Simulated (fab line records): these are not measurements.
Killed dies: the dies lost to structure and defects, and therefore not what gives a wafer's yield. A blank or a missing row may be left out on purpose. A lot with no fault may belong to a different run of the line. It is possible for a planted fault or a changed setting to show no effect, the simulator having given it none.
Struck lot and sound lot, side by side || flow sfq_line || 18 steps out of a route of 325
Sound: these wafers, L843.2, L843.5, L843.6. Struck: wafer L845.3 (L845.2, L845.6, from the same lot, were not struck and are left out); the cause is given at the end.
Per side, at each step with rows, come the tool, then ch with its chambers, and then its first start. Under that, the readings that differ: sound wafers || struck wafers || difference of the means || sigmas: that difference in standard deviations of wafers without a fault.
alike: readings with means less than 2 such deviations apart, plus words and numbers identical on both sides. not compared: withheld readings, readings lacking a value on some wafer, bounds such as >300 that could conceal the same value, and numbers that have no deviation in the record and whose values overlap.
A row with sigmas, a row that says differs or no value, or rows on one side alone: a step with any of these is where the two part. Numbers that don't overlap but have no deviation are shown without sigmas and don't part them. A reading that every wafer of one side lacks parts them only if that side has two wafers or more.

first, 1 step without rows for these wafers: SFQ_TRILAYER_M3_BARC_OPEN_METAL_ETCH_100 (etches BARC in O2, target depth 125 nm, time 41.7 s).
SFQ_TRILAYER_M3_ETCH_METAL_ETCH_078: etches Nb in Cl2/Ar, stops on SiO2, target depth 240 nm, time 120 s.
  sound on rie_metal-03 ch 0,1, day 45 06:25; struck on rie_metal-03 ch 1, day 46 11:21
{"reading": "drypump_motor_current_A (A)", "sound": "5.97 5.13 5.94", "struck": 5.15, "difference": -0.53, "sigmas": -2}
  alike: oes_product_au
  not compared: rf_hours_counter_h
SFQ_TRILAYER_M3_STRIP_STRIP_079: strips in O2.
  sound on rie_metal-03 ch 0,1, day 45 06:33; struck on rie_metal-03 ch 1, day 46 11:28
{"reading": "drypump_motor_current_A (A)", "sound": "5.94 5.16 5.96", "struck": 5.16, "difference": -0.53, "sigmas": -2}
{"reading": "oes_product_au (a.u.)", "sound": "1.017 0.993 1.023", "struck": 0.980, "difference": -0.031, "sigmas": -3}
  not compared: rf_hours_counter_h
then, 2 steps without rows for these wafers: SFQ_TRILAYER_M3_STRIP_SOLV_CLEAN_080 (cleans in NMP, time 600 s); SFQ_TRILAYER_I3_DEP_PECVD_081 (deposits SiO2 from SiH4/N2O, time 111.11 s, target thk 500 nm).
SFQ_TRILAYER_I3_CMP_CMP_082: polishes SiO2.
  sound on cmp-01 ch 1,2,3, day 45 08:24; struck on cmp-02 ch 2, day 46 15:22
  alike: motor_current_A, retaining_ring_pressure_frac, time_to_endpoint_s
SFQ_I3_BOW_MEAS_922:
  sound on film_metro-03 at day 45 10:25; struck on film_metro-04 at day 46 17:23
{"reading": "I3_BOW (um)", "sound": "3 -11 -11", "struck": 17, "difference": "+23", "sigmas": "+3"}
SFQ_TRILAYER_I3_METRO_MEASURE_083:
  sound on film_metro-03 at day 45 10:43; struck on film_metro-04 at day 46 17:41
  alike: thk_nm
then, 4 steps without rows for these wafers: SFQ_TRILAYER_I3_VIA_LITHO_COAT_090 (resist thk 62 nm); SFQ_TRILAYER_I3_VIA_LITHO_COAT_085 (resist thk 650 nm); SFQ_TRILAYER_I3_VIA_LITHO_SOFTBAKE_089; SFQ_TRILAYER_I3_VIA_LITHO_EXPOSE_086 (exposes mask I3, target cd 500 nm).
-- the record jumps here: 6 days lie between the struck wafers' starts before and after --
SFQ_TRILAYER_I3_VIA_LITHO_PEB_088: peb time 60 s.
  sound on litho_track-03 ch 0, day 51 09:02; struck on litho_track-01 ch 0, day 52 15:02
  alike: heater_power_total_W
then, 1 step without rows for these wafers: SFQ_TRILAYER_I3_VIA_LITHO_DEVELOP_087 (time 60 s).
SFQ_I3_OVL_MEAS_923:
  sound on overlay-02 at day 51 09:19; struck on overlay-02 at day 52 15:19
{"reading": "I3_OVL (nm)", "sound": "5 1 3", "struck": -19, "difference": -22, "sigmas": -4}
SFQ_TRILAYER_I3_VIA_BARC_OPEN_VIA_ETCH_121: etches BARC in O2, target depth 125 nm, time 41.7 s.
  sound on rie_diel-01 ch 0,2,3, day 51 09:20; struck on rie_diel-03 ch 3, day 52 15:20
{"reading": "model.I3.cd_nm (nm)", "sound": "500.2 500.8 500", "struck": 520.7, "difference": "+20.4", "sigmas": ""}
  alike: drypump_motor_current_A, oes_product_au
  not compared: rf_hours_counter_h
SFQ_TRILAYER_I3_VIA_ETCH_VIA_ETCH_088: etches SiO2 in CHF3, stops on Nb, target depth 260 nm.
  sound on rie_diel-01 ch 0,2,3, day 51 09:23; struck on rie_diel-03 ch 3, day 52 15:23
{"reading": "model.I3.cd_nm (nm)", "sound": "498.8 496.9 498.4", "struck": 518.8, "difference": "+20.8", "sigmas": ""}
  alike: drypump_motor_current_A, oes_product_au
SFQ_TRILAYER_I3_VIA_STRIP_STRIP_089: strips in O2.
  sound on rie_metal-03 ch 0,1, day 51 09:29; struck on rie_metal-02 ch 0, day 52 15:29
  alike: drypump_motor_current_A, oes_product_au
  not compared: rf_hours_counter_h

WHERE THEY PART
Last at SFQ_I3_OVL_MEAS_923 as far as this record goes, first at SFQ_TRILAYER_M3_ETCH_METAL_ETCH_078. Later steps at which nothing parts them and some readings are alike: SFQ_TRILAYER_I3_VIA_BARC_OPEN_VIA_ETCH_121, SFQ_TRILAYER_I3_VIA_ETCH_VIA_ETCH_088, SFQ_TRILAYER_I3_VIA_STRIP_STRIP_089.

WHY: the cause the simulator had injected
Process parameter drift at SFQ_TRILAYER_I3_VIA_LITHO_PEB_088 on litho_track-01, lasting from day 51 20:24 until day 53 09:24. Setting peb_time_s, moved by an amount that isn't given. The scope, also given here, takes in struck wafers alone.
